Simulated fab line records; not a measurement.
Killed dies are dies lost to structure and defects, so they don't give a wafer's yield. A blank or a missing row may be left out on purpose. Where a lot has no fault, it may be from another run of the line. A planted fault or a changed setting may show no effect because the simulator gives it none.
A lot that was struck, set against a sound lot / flow sky130 / 16 out of 708 route steps
Sound: the wafers L965.1, L965.4, L965.5. Struck: wafers L983.1, L983.4. (L983.5 of the same lot was not struck and is left out.) The cause comes at the end.
Per side, at each step with rows, come the tool, then ch with its chambers, and then its first start. Under that, the readings that differ: sound wafers / struck wafers / difference of the means / sigmas: that difference in standard deviations of wafers without a fault.
alike: words and numbers the same on both sides, and readings whose means are apart by under 2 such deviations; not compared: readings that were withheld, readings missing a value for some wafer, numbers with overlapping values and no deviation given by the record, and bounds like >300 which may hide the same value.
A row with sigmas, a row that says differs or no value, or rows on one side alone: a step with any of these is where the two part. When numbers do not overlap yet have no deviation, they are printed without sigmas and do not part them. A reading that every wafer of one side lacks parts them only if that side has two wafers or more.

first, 1 step without rows for these wafers: SKY_FIELD_ISO_DEVELOP_12 (develop time 60 s).
SKY_FIELD_ISO_CD_MEAS_13: the cd target is 150 nm.
  sound: cd sem-01 at day 2 19:47; struck: cd sem-01 at day 6 18:53
  alike: cd nm
SKY_FIELD_ISO_ETCH_14: etches BARC in N2/H2, stops on SiO2, time 45.9 s, target depth 60 nm.
  sound on rie diel-01 ch 2,3, day 2 19:54; struck on rie diel-04 ch 1,2, day 6 19:00
  alike: drypump motor current A, oes product au, throttle valve pct
  not compared: rf hours counter h
SKY_FIELD_ISO_ETCH_15: etches the open film in CHF3/O2, stops on Si, target depth 180 nm, time 72 s.
  sound on rie diel-01 ch 2,3, day 2 19:56; struck on rie diel-04 ch 1,2, day 6 19:02
  alike: drypump motor current A, oes product au, throttle valve pct
  not compared: rf hours counter h
SKY_FIELD_ISO_STRIP_16: strips in O2/N2.
  sound on plasma asher-02 ch 0,1, day 2 20:00; struck on plasma asher-01 ch 0,1, day 6 19:06
reading=oes product au (a.u.); sound=0.381 0.391 0.383; struck=0.381 0.366; difference=-0.012; sigmas=-2
reading=strip time to endpoint s (s); sound=3.62 3.59 3.60; struck=3.46 3.50; difference=-0.12; sigmas=-3
  alike: drypump motor current A
  not compared: rf hours counter h
SKY_FIELD_ISO_ETCH_17: etches Si in HBr/Cl2/O2, target depth 342 nm, time 97.7 s.
  sound on rie si-01 ch 2,3, day 2 20:06; struck on rie si-02 ch 0,1, day 6 19:12
  alike: drypump motor current A, oes product au, throttle valve pct
  not compared: rf hours counter h
then, 5 steps without rows for these wafers: SKY_FIELD_ISO_WET_ETCH_18 (etches Si3N4 in H3PO4, target depth 25 nm, time 286 s); SKY_FIELD_ISO_CLEAN_19 (cleans in SC1/SC2, time 150 s); SKY_FIELD_ISO_CLEAN_20 (cleans in dHF, time 20 s); SKY_FIELD_ISO_WET_ETCH_21 (etches SiO2 in dHF, target depth 20 nm, time 400 s); SKY_FIELD_ISO_OXIDATION_22 (stabilise 600 s, purge 300 s, target thk 10 nm).
SKY_FIELD_ISO_THK_MEAS_23:
  sound: film metro-03 at day 2 21:37; struck: film metro-04 at day 6 20:46
  alike: FIELD_ISO_OXIDATION_01_THK
SKY_FIELD_ISO_CVD_24: deposits SiO2, target thk 595 nm, time 99.2 s.
  sound on hdpcvd-02 ch 0,1,2, day 2 21:41; struck on hdpcvd-02 ch 0, day 6 20:50
reading=model.SiO2_of_FIELD_ISO_CVD_24.thk nm (nm); sound=590.2 593.4 585.7; struck=459.5 459; difference=-130.5; sigmas=
SKY_FIELD_ISO_THK_MEAS_25:
  sound: film metro-04 at day 2 21:45; struck: film metro-03 at day 6 21:08
reading=FIELD_ISO_CVD_24_THK (nm); sound=591 594 586; struck=460 459; difference=-131; sigmas=-18
  not compared: hold
SKY_FIELD_ISO_CMP_27: polishes, stops on Si3N4, t overpolish 16 s, target thk 457.8 nm.
  sound on cmp-02 ch 2,3, day 3 00:43; struck on cmp-01 ch 0,1, day 7 00:28
reading=time to endpoint s (s); sound=112 108 109; struck=85 83; difference=-26; sigmas=-5
  alike: edge zone pressure frac, motor current A
then, 1 step without rows for these wafers: SKY_FIELD_ISO_WET_ETCH_28 (etches SiO2 in dHF, target depth 23.7 nm, time 47 s).

WHERE THEY PART
Last at SKY_FIELD_ISO_CMP_27 as far as this record goes, first at SKY_FIELD_ISO_STRIP_16.

WHY: whatever the simulator had introduced
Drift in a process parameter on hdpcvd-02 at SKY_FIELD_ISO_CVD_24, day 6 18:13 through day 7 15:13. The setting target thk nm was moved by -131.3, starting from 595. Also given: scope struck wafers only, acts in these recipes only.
